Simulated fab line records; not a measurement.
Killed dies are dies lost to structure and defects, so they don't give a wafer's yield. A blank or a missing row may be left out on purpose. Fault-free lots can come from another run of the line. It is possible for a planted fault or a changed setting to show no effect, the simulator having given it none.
Check of tool commonality :: flow sky130 :: Lots sampled 11, wafers sampled 36

## REASON IT WAS OPENED
SKY_VT_ADJUST_HVTP_TW_MEAS_11, reading VT_ADJUST_HVTP_TW: flagged on 1 of 11 lots. Fault-free wafers read 1352, with a standard deviation of 8.1.
Rule: a lot is flagged in two cases, either no wafer of it has a number, or all its wafers with numbers fall more than 4 standard deviations from that mean. As for the other lots, they are considered sound.

lot: L373
measured: day 6 03:16
on: film metro-03
VT_ADJUST_HVTP_TW, wafer by wafer: 1350 1349 1349
flag: 

lot: L374
measured: day 6 08:33
on: film metro-01
VT_ADJUST_HVTP_TW, wafer by wafer: 1344 1340 1348
flag: 

lot: L379
measured: day 7 14:18
on: film metro-01
VT_ADJUST_HVTP_TW, wafer by wafer: 1336 1343 1344
flag: 

lot: L380
measured: day 7 23:40
on: film metro-04
VT_ADJUST_HVTP_TW, wafer by wafer: 1359 1365 1362
flag: 

lot: L381
measured: day 8 04:21
on: film metro-04
VT_ADJUST_HVTP_TW, wafer by wafer: 1362 1352 1355
flag: 

lot: L383
measured: day 8 23:53
on: film metro-04
VT_ADJUST_HVTP_TW, wafer by wafer: 1353 1360 1358
flag: 

lot: L384
measured: day 9 03:38
on: film metro-04
VT_ADJUST_HVTP_TW, wafer by wafer: 1363 1366 1361
flag: 

lot: L385
measured: day 9 04:29
on: film metro-03
VT_ADJUST_HVTP_TW, wafer by wafer: 30 30 30 30 30 30
flag: FLAGGED

lot: L394
measured: day 11 16:29
on: film metro-01
VT_ADJUST_HVTP_TW, wafer by wafer: 1344 1340 1342
flag: 

lot: L395
measured: day 11 20:59
on: film metro-03
VT_ADJUST_HVTP_TW, wafer by wafer: 1357 1353 1352
flag: 

lot: L396
measured: day 12 06:45
on: film metro-04
VT_ADJUST_HVTP_TW, wafer by wafer: 1364 1352 1357
flag: 
The numbers of the flagged lots are 30 on average: -1322 against the usual, or -99 or more standard deviations.

## TOOL THAT RAN EACH LOT
The record holds 1 process step before the reading, out of a route of 708 steps. Each cell gives the tool, then ch followed by the chambers the sampled wafers passed through, then the start.
lot: L373
flag: 
SKY_VT_ADJUST_HVTP_EXPOSE_04: iline stepper-01 ch 0, day 5 18:13

lot: L374
flag: 
SKY_VT_ADJUST_HVTP_EXPOSE_04: iline stepper-01 ch 0, day 5 23:20

lot: L379
flag: 
SKY_VT_ADJUST_HVTP_EXPOSE_04: iline stepper-01 ch 0, day 7 04:01

lot: L380
flag: 
SKY_VT_ADJUST_HVTP_EXPOSE_04: iline stepper-01 ch 0, day 7 13:46

lot: L381
flag: 
SKY_VT_ADJUST_HVTP_EXPOSE_04: iline stepper-01 ch 0, day 7 18:29

lot: L383
flag: 
SKY_VT_ADJUST_HVTP_EXPOSE_04: iline stepper-01 ch 0, day 8 13:30

lot: L384
flag: 
SKY_VT_ADJUST_HVTP_EXPOSE_04: iline stepper-02 ch 0, day 8 17:25

lot: L385
flag: FLAGGED
SKY_VT_ADJUST_HVTP_EXPOSE_04: iline stepper-01 ch 0, day 8 18:01

lot: L394
flag: 
SKY_VT_ADJUST_HVTP_EXPOSE_04: iline stepper-01 ch 0, day 11 04:44

lot: L395
flag: 
SKY_VT_ADJUST_HVTP_EXPOSE_04: iline stepper-02 ch 0, day 11 09:02

lot: L396
flag: 
SKY_VT_ADJUST_HVTP_EXPOSE_04: iline stepper-01 ch 0, day 11 18:31
What is done by these steps:
- SKY_VT_ADJUST_HVTP_EXPOSE_04: exposes mask HVTPM, target cd 380 nm.
- SKY_VT_ADJUST_HVTP_TW_MEAS_11

## FLAGGED OVER TOTAL, TOOL BY TOOL (the gauges that took the reading come last)
step: SKY_VT_ADJUST_HVTP_EXPOSE_04
tool: iline stepper-01
lots run: 9
flagged: 1
share of the flagged lots: all
sound lots run after its first flagged lot: 2 (L394,L396)

step: SKY_VT_ADJUST_HVTP_EXPOSE_04
tool: iline stepper-02
lots run: 2
flagged: 0
share of the flagged lots: none
sound lots run after its first flagged lot: -

step: SKY_VT_ADJUST_HVTP_TW_MEAS_11
tool: film metro-01
lots run: 3
flagged: 0
share of the flagged lots: none
sound lots run after its first flagged lot: -

step: SKY_VT_ADJUST_HVTP_TW_MEAS_11
tool: film metro-03
lots run: 3
flagged: 1
share of the flagged lots: all
sound lots run after its first flagged lot: 1 (L395)

step: SKY_VT_ADJUST_HVTP_TW_MEAS_11
tool: film metro-04
lots run: 5
flagged: 0
share of the flagged lots: none
sound lots run after its first flagged lot: -

## WHAT THE TABLE PERMITS
Table rows that saw every flagged lot: 2, namely iline stepper-01 at SKY_VT_ADJUST_HVTP_EXPOSE_04 and film metro-03 at SKY_VT_ADJUST_HVTP_TW_MEAS_11.
- iline stepper-01 at SKY_VT_ADJUST_HVTP_EXPOSE_04 ran 9 lots, 1 of them flagged. After the first flagged lot (L394, L396), sound lots still ran on it; a lasting fault on the whole tool would not permit that.
- film metro-03 at SKY_VT_ADJUST_HVTP_TW_MEAS_11 ran 3 lots, 1 of them flagged. After the first flagged lot (L395), sound lots still ran on it; a lasting fault on the whole tool would not permit that.
There is no row in the table that ran each flagged lot and no sound lot after the first.

## WHAT THE SIMULATOR HAD INSERTED
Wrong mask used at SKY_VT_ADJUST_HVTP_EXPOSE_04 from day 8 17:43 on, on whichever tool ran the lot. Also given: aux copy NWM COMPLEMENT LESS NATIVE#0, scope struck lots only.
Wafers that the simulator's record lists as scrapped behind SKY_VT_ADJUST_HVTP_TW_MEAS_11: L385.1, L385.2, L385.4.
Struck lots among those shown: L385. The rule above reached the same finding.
